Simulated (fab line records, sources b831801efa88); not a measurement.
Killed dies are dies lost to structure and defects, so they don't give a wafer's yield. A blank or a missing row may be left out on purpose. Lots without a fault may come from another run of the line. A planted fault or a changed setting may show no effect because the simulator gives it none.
One fault seen from 2 desks | flow gf180mcu | each desk has only its own numbers; what lay behind them comes last

THE METROLOGY DESK
What the gauges read, lot by lot, whatever tool the lot ran on: means of the sampled wafers that have a number. A lot is out of limits, marked OUT, if its mean lies more than 4 standard deviations from the usual mean; the brackets give that distance.
Columns: A = V5_W_THK at GF_V5_THK_MEAS_25, usual 360 nm
lot  | first seen here | A
L641 | day 27 04:29    | 364
L642 | day 27 11:47    | 366
L645 | day 28 12:28    | 369
L646 | day 28 15:42    | 359
L647 | day 29 05:34    | 356
L652 | day 30 13:28    | 367
L656 | day 31 18:43    | 358
L657 | day 31 21:30    | 362
L658 | day 32 01:19    | 353
L659 | day 32 06:50    | 368
L660 | day 32 16:24    | 372
L662 | day 33 04:01    | 353
L663 | day 33 11:17    | 358
This desk's finding: nothing out of limits on any of the 13 lots.

THE TOOL OWNER'S DESK: hdpcvd-01
The tool's own readings at GF_V5_CVD_00 (deposits SiO2, target thk 300 nm, time 50 s): means of the sampled wafers that have a number, for each lot that ran on this tool. A lot is out of limits, marked OUT, if its mean lies more than 4 standard deviations from the usual mean; the brackets give that distance.
Columns: A = sih4_flow_sccm at GF_V5_CVD_00, usual 59.99 sccm
lot  | first seen here | A
L641 | day 26 06:20    | 59.92
L645 | day 27 14:46    | 60.11
L646 | day 27 18:28    | 60.02
L647 | day 28 08:13    | 59.95
L658 | day 31 06:07    | 60.19
L662 | day 32 10:07    | 59.72
This desk's finding: nothing out of limits on any of the 6 lots.

PUT TOGETHER
The metrology desk saw nothing out of limits.
The tool owner's desk saw nothing out of limits.

WHAT THE SIMULATOR HAD PUT IN
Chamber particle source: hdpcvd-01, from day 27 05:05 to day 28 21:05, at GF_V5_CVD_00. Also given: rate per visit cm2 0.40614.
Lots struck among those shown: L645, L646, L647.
